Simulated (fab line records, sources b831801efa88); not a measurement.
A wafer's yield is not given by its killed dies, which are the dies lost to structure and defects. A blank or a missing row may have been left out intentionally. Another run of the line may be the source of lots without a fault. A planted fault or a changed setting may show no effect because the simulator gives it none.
fab line records	flow gf180mcu
[record] lots = 6	wafers = 18	lastDay = 34
route steps=602 shown V3@445 M4@456
lots that met no fault: from a run of the same line without faults
startH: start of the lot's first displayed wafer, in hours after the record's first day	waitH: how many hours have passed since the lot's step before this one	" repeats the value in the row above	L1.1+2: one row covering several wafers at once	- no value, or no start was given	* or withheld: withheld	< > ~ a bound
route shown NAME@n: NAME is a module with steps in the file, n the number in the route of the first one	usual: mean/standard deviation of fault-free wafers	same: alike in all rows	chamber/n: place in a boat	sites: each site's reading	_std_site: the standard deviation of these	_edge_site: mean of outer sites minus mean of inner sites	radiusMm: how far each site lies from the wafer's centre	mask NAME#n: copy n	behind: the most recent tool/chamber to have shaped the wafer	hold: why the lot went on hold/how many hours it stayed there/how the hold came to an end	device: names the non-switching transistor (n, p or np)	end of line: tests of these same wafers at the route's end	for a step that has no rows: nothing shown but its recipe	killed: dies that structure and defects cost at the first sort, which is not the same as the wafer's yield	map: shows each die of a wafer: x if killed, . if not, _ if none is there
set.NAME: the setting the step ran with; set.NAME@STEP: the setting that earlier step ran with	model.NAME: the simulator's own value behind a step, which no gauge read
certain route steps with their lots: each step a table, each wafer a row
services: from which hour (startH, from the record's first day; less than 0 if before it) a tool's chamber was out of use, for how many hours, and why
[[steps]]
[step GF_V3_ETCH_16]
[recipe] chemistry = N2/H2	targetDepthA = withheld	overetchA = withheld	timeS = withheld	target = BARC	ionEnergyEv = 200	sourceW = 500	biasW = 100	pressureMtorr = 30	n2FlowSccm = 100	h2FlowSccm = 200
[step GF_V3_ETCH_17]
[recipe] chemistry = C4F8/O2/Ar	maskMaterial = KrF	target = SiO2	stopOn = TiN	sourceW = 1500	biasW = 1200	pressureMtorr = 40	c4f8FlowSccm = withheld	O2_flow_sccm = 6	Ar_flow_sccm = 300	timeS = withheld	targetDepthA = 6350
[step GF_V3_STRIP_18]
[recipe] chemistry = O2/N2	powerW = 1400	pressureMtorr = 1500	platenTempC = 250	o2FlowSccm = 3000	n2FlowSccm = 300	overashFraction = 0.5
[step GF_V3_STRIP_19]
[recipe] chemistry = postEtchResidueRemover	timeS = 1200	tempC = 72.5
[step GF_V3_CLEAN_20]
[recipe] chemistry = DIW	dry = n2Spin
[step GF_V3_SPUTTER_21]
[recipe] material = Ti	targetThkNm = 15	chamberPressurePa = 5	powerW = 2500	substrateTempC = 200	timeS = 80.02
[usual] cathodeDcPowerW = 2500.0/0.43	chamberPressurePa = 5.000/0.01	substrateTempC = 200.02/0.15	throttleValvePct = 30.1/1.1
lot.wafer	tool	chamber	startH	waitH	cathodeDcPowerW	chamberPressurePa	substrateTempC	throttleValvePct
L669.1	pvdSputter-01	-	542.41	0.0	2499.8	4.995	200.22	29.1
L669.4	"	-	"	"	2500.0	5.004	200.03	29.1
L669.6	"	-	"	"	2499.4	5.003	200.00	31.3
L672.1	pvdSputter-04	-	558.98	0.0	2500.2	5.002	199.66	28.7
L672.3	"	-	"	"	2498.8	5.006	199.96	30.3
L672.6	"	-	"	"	2500.8	4.994	199.78	28.9
L683.2	pvdSputter-01	-	655.14	0.0	2500.0	4.984	200.17	28.9
L683.4	"	-	"	"	2499.9	5.014	200.00	29.3
L683.5	"	-	"	"	2500.1	5.017	200.07	31.7
L684.2	pvdSputter-04	-	659.89	0.0	2499.8	5.005	200.15	29.0
L684.3	"	-	"	"	2500.4	5.001	200.00	31.9
L684.6	"	-	"	"	2500.0	5.016	199.87	28.9
L688.1	pvdSputter-04	-	685.01	0.0	2500.4	5.000	199.81	29.6
L688.3	"	-	"	"	2500.5	4.984	199.94	31.8
L688.6	"	-	"	"	2501.0	4.998	199.93	29.7
L689.1	pvdSputter-01	-	686.87	0.0	2500.3	4.990	200.14	31.5
L689.2	"	-	"	"	2500.5	4.997	200.19	29.4
L689.6	"	-	"	"	2499.8	5.011	200.09	29.1
[step GF_V3_SPUTTER_22]
[recipe] material = TiN	targetThkNm = 10	chamberPressurePa = 5	powerW = 4000	timeS = 40
[step GF_V3_CVD_23]
[recipe] material = W	targetThkNm = 350	timeS = 104.9	tempC = 400	pressureTorr = 40
[usual] heaterPowerW = 806/110
lot.wafer	tool	chamber	startH	waitH	heaterPowerW
L669.1	cvdW-02	0	542.51	0.0	653
L669.4	"	0	"	"	644
L669.6	"	1	"	"	898
L672.1	cvdW-01	0	559.08	0.0	726
L672.3	"	1	"	"	928
L672.6	"	0	"	"	713
L683.2	cvdW-02	0	655.24	0.0	646
L683.4	"	1	"	"	889
L683.5	"	1	"	"	913
L684.2	cvdW-02	1	659.99	0.0	884
L684.3	"	0	"	"	674
L684.6	"	1	"	"	901
L688.1	cvdW-01	1	685.11	0.0	930
L688.3	"	1	"	"	913
L688.6	"	0	"	"	704
L689.1	cvdW-02	1	686.97	0.0	913
L689.2	"	0	"	"	656
L689.6	"	0	"	"	662
[step GF_V3_RS_MEAS_24]
[recipe] thkMeasGauge = four-point-probe	reads = W_of_V3_CVD_23+TiN_of_V3_SPUTTER_22+Ti_of_V3_SPUTTER_21
[usual] V3_W_RS = 0.328/0.0032
lot.wafer	tool	chamber	startH	waitH	V3_W_RS[ohm/sq]
L669.1	filmMetro-02	-	542.63	0.1	0.331
L669.4	"	-	"	"	0.334
L669.6	"	-	"	"	0.326
L672.1	filmMetro-04	-	559.19	0.1	0.327
L672.3	"	-	"	"	0.330
L672.6	"	-	"	"	0.326
L683.2	filmMetro-01	-	655.38	0.1	0.328
L683.4	"	-	"	"	0.330
L683.5	"	-	"	"	0.330
L684.2	filmMetro-04	-	660.12	0.1	0.326
L684.3	"	-	"	"	0.326
L684.6	"	-	"	"	0.326
L688.1	filmMetro-04	-	685.28	0.1	0.328
L688.3	"	-	"	"	0.332
L688.6	"	-	"	"	0.324
L689.1	filmMetro-02	-	687.08	0.1	0.324
L689.2	"	-	"	"	0.323
L689.6	"	-	"	"	0.326
[step GF_V3_THK_MEAS_25]
[recipe] thkMeasGauge = xrf	reads = W_of_V3_CVD_23
[usual] V3_W_THK = 350/5
lot.wafer	tool	chamber	startH	waitH	V3_W_THK[nm]
L669.1	filmMetro-02	-	542.75	0.1	345
L669.4	"	-	"	"	339
L669.6	"	-	"	"	348
L672.1	filmMetro-04	-	559.31	0.1	357
L672.3	"	-	"	"	354
L672.6	"	-	"	"	357
L683.2	filmMetro-01	-	655.49	0.1	345
L683.4	"	-	"	"	346
L683.5	"	-	"	"	346
L684.2	filmMetro-04	-	660.23	0.1	356
L684.3	"	-	"	"	357
L684.6	"	-	"	"	359
L688.1	filmMetro-04	-	685.40	0.1	356
L688.3	"	-	"	"	348
L688.6	"	-	"	"	358
L689.1	filmMetro-02	-	687.20	0.1	350
L689.2	"	-	"	"	353
L689.6	"	-	"	"	348
[step GF_V3_CMP_26]
[recipe] stopOn = SiO2	downForcePsi = 3.5	platenRpm = 60	tOverpolishS = 15	targetThkNm = 0	padVelocityMS = 0.94248
[usual] edgeZonePressureFrac = 1.000/0.0053	motorCurrentA = 11.3/0.93	overpolishRunS = 15.000/0.0088	timeToEndpointS = 84/3.1
lot.wafer	tool	chamber	startH	waitH	edgeZonePressureFrac	motorCurrentA	overpolishRunS	timeToEndpointS
L669.4	cmp-01	3	542.86	0.1	0.994	10.2	14.992	83
L669.1	"	0	"	"	1.009	9.8	15.000	83
L669.6	"	2	"	"	0.997	11.8	15.003	82
L672.1	cmp-02	3	559.47	0.1	1.001	11.9	14.988	85
L672.3	"	0	"	"	0.998	11.4	14.989	79
L672.6	"	1	"	"	0.997	9.8	15.006	88
L683.2	cmp-02	1	655.54	0.0	1.009	10.4	14.994	89
L683.4	"	0	"	"	1.003	11.1	14.998	86
L683.5	"	2	"	"	0.999	11.1	14.993	83
L684.2	cmp-01	2	660.33	0.1	1.004	11.9	15.006	80
L684.3	"	3	"	"	0.998	10.8	15.005	88
L684.6	"	2	"	"	1.001	11.3	15.021	82
L688.1	cmp-02	1	685.46	0.1	0.999	9.9	15.003	88
L688.3	"	3	"	"	0.997	12.9	14.995	87
L688.6	"	2	"	"	1.004	10.7	15.003	86
L689.1	cmp-02	1	687.26	0.1	1.009	10.1	14.992	92
L689.2	"	3	"	"	0.998	12.3	15.005	87
L689.6	"	1	"	"	1.002	10.6	15.012	89
[step GF_M4_SPUTTER_00]
[recipe] material = Ti	targetThkNm = 37.5	arrivingIonEnergyEv = 80	substrateTempC = 200	chamberPressurePa = 2	powerW = 4000	timeS = 150
[step GF_M4_SPUTTER_01]
[recipe] material = TiN	targetThkNm = 30	powerW = 6500	timeS = 25	chamberPressurePa = 0.4
[usual] cathodeDcPowerW = 6499.9/1.1	chamberPressurePa = 0.4001/0.00078	throttleValvePct = 30.4/0.96
lot.wafer	tool	chamber	startH	waitH	cathodeDcPowerW	chamberPressurePa	throttleValvePct
L669.1	pvdSputter-03	-	543.21	0.1	6501.7	0.4009	29.5
L669.4	"	-	"	"	6500.7	0.3995	31.9
L669.6	"	-	"	"	6499.6	0.3993	29.4
L672.1	pvdSputter-03	-	559.77	0.1	6500.0	0.3998	31.9
L672.3	"	-	"	"	6500.6	0.4000	29.6
L672.6	"	-	"	"	6496.5	0.4005	29.3
L683.2	pvdSputter-03	-	655.94	0.1	-	-	-
L683.4	"	-	"	"	-	-	-
L683.5	"	-	"	"	-	-	-
L684.2	pvdSputter-03	-	660.68	0.1	-	-	-
L684.3	"	-	"	"	-	-	-
L684.6	"	-	"	"	-	-	-
L688.1	pvdSputter-03	-	685.86	0.1	6501.9	0.4003	29.7
L688.3	"	-	"	"	6500.8	0.4002	32.0
L688.6	"	-	"	"	6499.9	0.3993	31.2
L689.1	pvdSputter-04	-	687.66	0.1	6500.2	0.3996	30.0
L689.2	"	-	"	"	6499.2	0.4005	28.9
L689.6	"	-	"	"	6499.2	0.4013	32.0
[step GF_M4_SPUTTER_02]
[recipe] material = AlCu	targetThkNm = 450	powerW = 10600	timeS = 23.9	chamberPressurePa = 0.4
[usual] cathodeDcPowerW = 10600/1.9	chamberPressurePa = 0.3999/0.00078	throttleValvePct = 30.4/0.97
lot.wafer	tool	chamber	startH	waitH	cathodeDcPowerW	chamberPressurePa	throttleValvePct
L669.1	pvdSputter-03	-	543.24	0.0	10602	0.3988	29.4
L669.4	"	-	"	"	10602	0.3984	32.1
L669.6	"	-	"	"	10604	0.4001	29.3
L672.1	pvdSputter-03	-	559.80	0.0	10598	0.3997	31.7
L672.3	"	-	"	"	10597	0.4001	29.5
L672.6	"	-	"	"	10600	0.4007	29.5
L683.2	pvdSputter-03	-	655.97	0.0	10601	0.3998	32.0
L683.4	"	-	"	"	10598	0.3998	29.1
L683.5	"	-	"	"	10601	0.4001	31.8
L684.2	pvdSputter-03	-	660.71	0.0	10595	0.4005	29.6
L684.3	"	-	"	"	10604	0.4000	31.3
L684.6	"	-	"	"	10601	0.4005	29.5
L688.1	pvdSputter-03	-	685.89	0.0	10602	0.3998	29.6
L688.3	"	-	"	"	10601	0.4004	31.7
L688.6	"	-	"	"	10602	0.4009	31.3
L689.1	pvdSputter-04	-	687.69	0.0	10598	0.3997	30.0
L689.2	"	-	"	"	10601	0.3995	28.7
L689.6	"	-	"	"	10601	0.4007	32.0
[step GF_M4_SPUTTER_03]
[recipe] material = Ti	targetThkNm = 10	substrateTempC = 300	chamberPressurePa = 0.3	powerW = 3000	timeS = 6.7
[step GF_M4_SPUTTER_04]
[recipe] material = TiN	targetThkNm = 50	powerW = 6500	timeS = 41.7	chamberPressurePa = 0.4
[usual] cathodeDcPowerW = 6500.0/1.1	chamberPressurePa = 0.3999/0.00079	throttleValvePct = 30.4/0.97
lot.wafer	tool	chamber	startH	waitH	cathodeDcPowerW	chamberPressurePa	throttleValvePct
L669.1	pvdSputter-03	-	543.29	0.0	6498.8	0.3978	29.4
L669.4	"	-	"	"	6501.6	0.4001	31.9
L669.6	"	-	"	"	6499.5	0.4002	29.6
L672.1	pvdSputter-03	-	559.85	0.0	6500.4	0.3988	32.1
L672.3	"	-	"	"	6499.4	0.4010	29.4
L672.6	"	-	"	"	6498.9	0.3998	29.4
L683.2	pvdSputter-03	-	656.02	0.0	6499.1	0.4002	31.9
L683.4	"	-	"	"	6500.5	0.4006	29.0
L683.5	"	-	"	"	6500.3	0.3985	32.1
L684.2	pvdSputter-03	-	660.76	0.0	6498.4	0.4008	29.1
L684.3	"	-	"	"	6500.6	0.4004	31.7
L684.6	"	-	"	"	6500.1	0.3996	29.7
L688.1	pvdSputter-03	-	685.94	0.0	6502.0	0.4007	29.5
L688.3	"	-	"	"	6500.1	0.4006	32.0
L688.6	"	-	"	"	6498.2	0.3991	31.3
L689.1	pvdSputter-04	-	687.74	0.0	6499.0	0.4001	30.3
L689.2	"	-	"	"	6499.5	0.4001	29.1
L689.6	"	-	"	"	6499.6	0.3993	31.9
[step GF_M4_DEHYDRATE_07]
[recipe] tempC = 200	timeS = 60
[step GF_M4_HMDS_08]
[recipe] primeTimeS = 60	primeTempC = 120
[step GF_M4_COAT_09]
[recipe] resist = KrF	spinRpm = withheld	resistThkNm = 1000
[step GF_M4_SOFTBAKE_10]
[recipe] tempC = 130	timeS = 60	resist = KrF
[step GF_M4_EXPOSE_11]
[recipe] maskId = Metal4	targetCdNm = 280	na = 0.68	sourceShape = conventional	sigmaOuter = 0.6	doseMj = 28
[step GF_M4_PEB_12]
[recipe] pebTempC = 135	pebTimeS = 90	resist = KrF
[step GF_M4_DEVELOP_13]
[recipe] developTimeS = 60	devTempC = 21
[step GF_M4_CD_MEAS_14]
[recipe] targetCdNm = 280
[usual] cdNm = 280.0/0.95
lot.wafer	tool	chamber	startH	waitH	cdNm
L669.1	cdSem-02	-	565.15	0.1	281.2
L669.4	"	-	"	"	280.6
L669.6	"	-	"	"	281.1
L672.1	cdSem-01	-	581.99	0.1	279.2
L672.3	"	-	"	"	279.7
L672.6	"	-	"	"	279.5
L683.2	cdSem-02	-	674.85	0.2	279.6
L683.4	"	-	"	"	279.4
L683.5	"	-	"	"	278.0
L684.2	cdSem-01	-	679.31	0.1	279.2
L684.3	"	-	"	"	279.1
L684.6	"	-	"	"	278.8
L688.1	cdSem-02	-	705.14	0.1	282.2
L688.3	"	-	"	"	281.1
L688.6	"	-	"	"	281.7
L689.1	cdSem-01	-	706.19	0.1	280.8
L689.2	"	-	"	"	281.7
L689.6	"	-	"	"	281.4
[step GF_M4_OVL_MEAS_15]
[usual] M4_OVL = 1/5.4
lot.wafer	tool	chamber	startH	waitH	M4_OVL[nm]
L669.1	overlay-01	-	565.27	0.1	5
L669.4	"	-	"	"	-1
L669.6	"	-	"	"	1
L672.1	overlay-01	-	582.11	0.1	0
L672.3	"	-	"	"	-4
L672.6	"	-	"	"	2
L683.2	overlay-01	-	674.96	0.1	3
L683.4	"	-	"	"	3
L683.5	"	-	"	"	6
L684.2	overlay-02	-	679.42	0.1	6
L684.3	"	-	"	"	0
L684.6	"	-	"	"	-1
L688.1	overlay-02	-	705.26	0.1	8
L688.3	"	-	"	"	15
L688.6	"	-	"	"	2
L689.1	overlay-02	-	706.31	0.1	-11
L689.2	"	-	"	"	-4
L689.6	"	-	"	"	-3
[step GF_M4_METAL_ETCH_16]
[recipe] chemistry = Cl2/BCl3	maskMaterial = KrF	targetDepthNm = 627.5	stopOn = SiO2	pressureMtorr = 8	icpW = 800	biasW = 140	Cl2_flow_sccm = 80	bcl3FlowSccm = 40	timeS = 104.6
[usual] bcl3FlowSccm = 39.98/0.13	drypumpMotorCurrentA = 5.6/0.37	oesProductAu = 0.974/0.0061	throttleValvePct = 28.247/0.0095
lot.wafer	tool	chamber	startH	waitH	bcl3FlowSccm	drypumpMotorCurrentA	oesProductAu	rfHoursCounterH	throttleValvePct
L669.1	rieMetal-01	0	565.30	0.0	40.08	5.1	0.984	7.8	28.243
L669.4	"	0	"	"	40.08	5.1	0.975	-	28.236
L669.6	"	0	"	"	40.16	5.1	0.978	-	28.234
L672.1	rieMetal-01	0	582.15	0.0	39.90	5.1	0.986	8.2	28.242
L672.3	"	0	"	"	39.87	5.1	0.985	-	28.226
L672.6	"	1	"	"	40.09	5.6	0.973	-	28.230
L683.2	rieMetal-01	0	674.99	0.0	40.26	5.1	0.948	10.2	28.278
L683.4	"	0	"	"	40.04	5.1	0.933	-	28.285
L683.5	"	0	"	"	40.10	5.1	0.932	-	28.285
L684.2	rieMetal-02	1	679.45	0.0	40.07	5.6	0.938	13.2	28.293
L684.3	"	1	"	"	40.06	5.6	0.940	-	28.287
L684.6	"	1	"	"	40.11	5.6	0.937	-	28.294
L688.1	rieMetal-01	0	705.30	0.0	40.25	5.1	0.978	11.5	28.257
L688.3	"	1	"	"	39.90	5.7	0.983	-	28.230
L688.6	"	0	"	"	40.18	5.1	0.975	-	28.239
L689.1	rieMetal-01	0	706.35	0.0	40.02	5.1	0.976	11.6	28.257
L689.2	"	1	"	"	39.95	5.6	0.977	14.3	28.246
L689.6	"	1	"	"	39.95	5.6	0.986	-	28.240
[step GF_M4_STRIP_17]
[recipe] chemistry = O2/N2	powerW = 1400	pressureMtorr = 1500	platenTempC = 250	o2FlowSccm = 3000	n2FlowSccm = 300	overashFraction = 0.5
[[services]]
tool	chamber	startH	hours	kind
cmp-02	-	526.15	8.5	repair
cmp-01	-	535.28	1.3	repair
cmp-01	-	549.59	1.2	repair
cmp-01	-	552.96	1.9	repair
rieMetal-01	1	554.52	1.7	repair
pvdSputter-04	-	554.55	1.0	repair
cmp-02	-	555.67	0.7	repair
cmp-01	-	567.20	3.3	repair
cmp-01	-	572.00	4.0	pm
cmp-01	-	580.80	0.5	repair
rieMetal-02	-	590.44	0.8	repair
pvdSputter-04	-	591.34	6.8	repair
cmp-02	-	609.23	6.3	pm
cmp-01	-	623.08	2.9	repair
rieMetal-01	0	627.43	14.6	repair
rieMetal-02	-	631.76	0.8	repair
cmp-01	-	638.57	2.8	repair
pvdSputter-04	3	642.09	-	consumableReplace:kit
pvdSputter-04	3	642.09	18.0	scheduledDown
rieMetal-01	-	648.82	14.6	pm
cmp-01	-	649.24	3.8	pm
rieMetal-01	0	669.78	2.1	repair
pvdSputter-04	-	674.35	1.9	repair
cmp-02	-	702.76	4.6	pm
[[key]]
[firstSign] step = GF_M4_SPUTTER_01	reading = toolRecord	direction = missing
[effect] step = GF_M4_METAL_ETCH_16	reading = oesProductAu	direction = down	sigmas = 5.9	usual = 0.974	struck = 0.938
metAt GF_M4_SPUTTER_01
struckWafers L683.2,L683.4,L683.5,L684.2,L684.3,L684.6
laterRowsLeftOut L683.2,L683.4,L683.5,L684.2,L684.3,L684.6
sortLeftOut L683.2,L683.4,L683.5,L684.2,L684.3,L684.6
onsetBetween 559.77 655.94
[fault] kind = skippedStepWhole	tool = pvdSputter-03	chamber = -	onsetH = 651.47	steps = GF_M4_SPUTTER_01	scope = struckLotsOnly
// sortLeftOut: the simulated sort isn't trusted on such a fault, so these wafers' sort isn't shown, and their yield isn't known
// laterRowsLeftOut: the simulator's readings of these wafers behind a module that went badly wrong aren't trusted and aren't shown, but for the sort
